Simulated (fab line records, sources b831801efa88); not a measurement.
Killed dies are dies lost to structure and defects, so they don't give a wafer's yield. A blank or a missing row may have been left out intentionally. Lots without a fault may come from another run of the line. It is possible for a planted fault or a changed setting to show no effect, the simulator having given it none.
fab line records + flow gf180mcu
[record]
- lots = 5
- wafers = 23
route steps=602 shown TOP_METAL@567
start_h: the number of hours between the record's first day and the start of the first shown wafer of the lot + wait_h: time in hours since the lot's previous step + " unchanged from the row above + L1.1+2: a single row standing in for several wafers + - value missing, or start not given + * or withheld: withheld + < > ~ a bound
route shown NAME@n: names a module that has steps shown in the file, with the first one's number in the route + usual: the fault-free wafers' mean and standard deviation + same: alike in all rows + chamber/n: place in a boat + sites: per-site readings + _std_site: how widely they spread, as a standard deviation + _edge_site: mean of outer sites minus mean of inner sites + radius_mm: for every site, how far away it sits from the centre of the wafer + mask NAME#n: copy n + behind: the tool/chamber that last shaped the wafer + hold: why the lot went on hold/how many hours it stayed there/how the hold came to an end + device: which transistor (n, p or np) failed to switch + end of line: the route-end tests of the same wafers + where a step has no rows: the recipe by itself + killed: at the first sort, the dies lost to defects and structure; wafer yield is something else + map: per-die view of a wafer (x killed, . not killed, _ where there is no die)
set.NAME: the setting the step ran with; set.NAME@STEP: the setting that earlier step ran with + model.NAME: the simulator's own value behind a step, which no gauge read
lots whose settings were changed on purpose; a table a step, a row a wafer
[[steps]]
[step GF_TOP_METAL_SPUTTER_00]
[recipe]
- material = Ti
- target_thk_nm = 37.5
- arriving_ion_energy_ev = 80
- substrate_temp_c = 200
- chamber_pressure_pa = 2
- power_w = 4000
- time_s = 150
| lot.wafer | tool           | chamber | start_h | wait_h | set.power_w | model.Ti_of_TOP_METAL_SPUTTER_00.thk_nm |
|-----------|----------------|---------|---------|--------|-------------|-----------------------------------------|
| L074.1    | pvd_sputter-03 | -       | 633.75  | 0.1    | 4330        | 40.79                                   |
| L074.2    | "              | -       | "       | "      | 4000        | 37.6                                    |
| L074.3    | "              | -       | "       | "      | 4000        | 37.43                                   |
| L074.4    | "              | -       | "       | "      | 4330        | 41.21                                   |
| L074.6    | "              | -       | "       | "      | 4000        | 37.69                                   |
| L075.1    | pvd_sputter-04 | -       | 650.23  | 0.2    | 4000        | 37.69                                   |
| L075.2    | "              | -       | "       | "      | 4000        | 37.56                                   |
| L075.3    | "              | -       | "       | "      | 4000        | 38.19                                   |
| L075.5    | "              | -       | "       | "      | 4000        | 37.71                                   |
| L075.6    | "              | -       | "       | "      | 4000        | 37.88                                   |
| L077.1    | pvd_sputter-02 | -       | 658.35  | 0.1    | 4330        | 40.5                                    |
| L077.2    | "              | -       | "       | "      | 4000        | 37.37                                   |
| L077.4    | "              | -       | "       | "      | 4000        | 37.25                                   |
| L077.5    | "              | -       | "       | "      | 4330        | 40.28                                   |
| L077.6    | "              | -       | "       | "      | 4330        | 40.72                                   |
| L080.1    | pvd_sputter-03 | -       | 682.65  | 0.2    | 4000        | 37.4                                    |
| L080.3    | "              | -       | "       | "      | 4000        | 37.56                                   |
| L080.5    | "              | -       | "       | "      | 4000        | 37.26                                   |
| L081.1    | pvd_sputter-02 | -       | 693.05  | 0.1    | 4000        | 37.86                                   |
| L081.2    | "              | -       | "       | "      | 4000        | 37.22                                   |
| L081.3    | "              | -       | "       | "      | 4000        | 37.8                                    |
| L081.4    | "              | -       | "       | "      | 4000        | 37.64                                   |
| L081.6    | "              | -       | "       | "      | 4000        | 37.43                                   |
[step GF_TOP_METAL_METAL_ETCH_16]
[recipe]
- chemistry = Cl2/BCl3
- mask_material = NOVOLAK
- target_depth_nm = 1077.5
- stop_on = SiO2
- pressure_mtorr = 8
- icp_w = 800
- bias_w = 140
- Cl2_flow_sccm = 80
- bcl3_flow_sccm = 40
- time_s = 179.6
| lot.wafer | tool         | chamber | start_h | wait_h | set.icp_w | model.TOP_METAL.feature_depth_nm | model.NOVOLAK_of_TOP_METAL_COAT_09.thk_nm |
|-----------|--------------|---------|---------|--------|-----------|----------------------------------|-------------------------------------------|
| L074.1+4  | rie_metal-02 | 0       | 653.88  | 0.0    | 800       | -                                | -                                         |
| L074.2    | "            | 1       | "       | "      | 800       | 1025                             | 1063                                      |
| L074.3    | "            | 1       | "       | "      | 800       | 1024                             | 1067                                      |
| L074.6    | "            | 0       | "       | "      | 800       | 1024                             | 1070                                      |
| L075.1    | rie_metal-04 | 1       | 669.73  | 0.0    | 723.7     | 1001                             | 1102                                      |
| L075.2    | "            | 0       | "       | "      | 723.7     | 970.9                            | 1120                                      |
| L075.3    | "            | 1       | "       | "      | 800       | 1057                             | 1068                                      |
| L075.5    | "            | 1       | "       | "      | 800       | 1031                             | 1064                                      |
| L075.6    | "            | 0       | "       | "      | 723.7     | 970.5                            | 1114                                      |
| L077.1+6  | rie_metal-04 | 1       | 677.93  | 0.0    | 800       | -                                | -                                         |
| L077.2    | "            | 1       | "       | "      | 746.1     | 1015                             | 1094                                      |
| L077.4    | "            | 1       | "       | "      | 746.1     | 1016                             | 1103                                      |
| L077.5    | "            | 1       | "       | "      | 746.1     | -                                | -                                         |
| L080.1    | rie_metal-04 | 0       | 701.46  | 0.0    | 800       | 1028                             | 1072                                      |
| L080.3    | "            | 1       | "       | "      | 800       | 1032                             | 1061                                      |
| L080.5    | "            | 0       | "       | "      | 800       | 1030                             | 1073                                      |
| L081.1    | rie_metal-02 | 0       | 711.33  | 0.0    | 711       | 969.8                            | 1116                                      |
| L081.2    | "            | 1       | "       | "      | 711       | 966.6                            | 1120                                      |
| L081.3    | "            | 1       | "       | "      | 711       | 967.3                            | 1116                                      |
| L081.4    | "            | 0       | "       | "      | 800       | 1025                             | 1074                                      |
| L081.6    | "            | 1       | "       | "      | 800       | 1026                             | 1076                                      |
[step GF_TOP_METAL_STRIP_17]
[recipe]
- chemistry = O2/N2
- power_w = 1400
- pressure_mtorr = 1500
- platen_temp_c = 250
- o2_flow_sccm = 3000
- n2_flow_sccm = 300
- overash_fraction = 0.5
[usual]
- strip_time_to_endpoint_s = 13.47/0.075
| lot.wafer | tool            | chamber | start_h | wait_h | set.icp_w@TOP_METAL_METAL_ETCH_16 | strip_time_to_endpoint_s |
|-----------|-----------------|---------|---------|--------|-----------------------------------|--------------------------|
| L074.1    | plasma_asher-01 | 1       | 654.05  | 0.1    | 800                               | 13.44                    |
| L074.2    | "               | 0       | "       | "      | 800                               | 13.38                    |
| L074.3    | "               | 1       | "       | "      | 800                               | 13.40                    |
| L074.4    | "               | 0       | "       | "      | 800                               | 13.45                    |
| L074.6    | "               | 1       | "       | "      | 800                               | 13.46                    |
| L075.1    | plasma_asher-04 | 1       | 669.90  | 0.1    | 723.7                             | 13.82                    |
| L075.2    | "               | 0       | "       | "      | 723.7                             | 14.04                    |
| L075.3    | "               | 0       | "       | "      | 800                               | 13.44                    |
| L075.5    | "               | 0       | "       | "      | 800                               | 13.39                    |
| L075.6    | "               | 1       | "       | "      | 723.7                             | 13.99                    |
| L077.1    | plasma_asher-01 | 0       | 678.28  | 0.3    | 800                               | 13.44                    |
| L077.2    | "               | 1       | "       | "      | 746.1                             | 13.74                    |
| L077.4    | "               | 0       | "       | "      | 746.1                             | 13.83                    |
| L077.5    | "               | 0       | "       | "      | 746.1                             | 13.78                    |
| L077.6    | "               | 1       | "       | "      | 800                               | 13.47                    |
| L080.1    | plasma_asher-02 | 1       | 701.64  | 0.1    | 800                               | 13.48                    |
| L080.3    | "               | 1       | "       | "      | 800                               | 13.35                    |
| L080.5    | "               | 0       | "       | "      | 800                               | 13.48                    |
| L081.1    | plasma_asher-02 | 0       | 711.50  | 0.1    | 711                               | 13.99                    |
| L081.2    | "               | 1       | "       | "      | 711                               | 14.03                    |
| L081.3    | "               | 1       | "       | "      | 711                               | 14.00                    |
| L081.4    | "               | 0       | "       | "      | 800                               | 13.51                    |
| L081.6    | "               | 1       | "       | "      | 800                               | 13.52                    |
[[key]]
[split]
- step = GF_TOP_METAL_SPUTTER_00
- setting = power_w
- stated = 4000
- by = wafer
[response]
- step = GF_TOP_METAL_SPUTTER_00
- reading = model.Ti_of_TOP_METAL_SPUTTER_00.thk_nm
- change = +0.401
- per = 1%
- r = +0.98
[split]
- step = GF_TOP_METAL_METAL_ETCH_16
- setting = icp_w
- stated = 800
- by = wafer
[response]
- step = GF_TOP_METAL_METAL_ETCH_16
- reading = model.TOP_METAL.feature_depth_nm
- change = +5.77
- per = 1%
- r = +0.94
[response]
- step = GF_TOP_METAL_METAL_ETCH_16
- reading = model.NOVOLAK_of_TOP_METAL_COAT_09.thk_nm
- change = -4.24
- per = 1%
- r = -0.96
[response]
- step = GF_TOP_METAL_STRIP_17
- reading = strip_time_to_endpoint_s
- change = *
- per = 1%
- r = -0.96
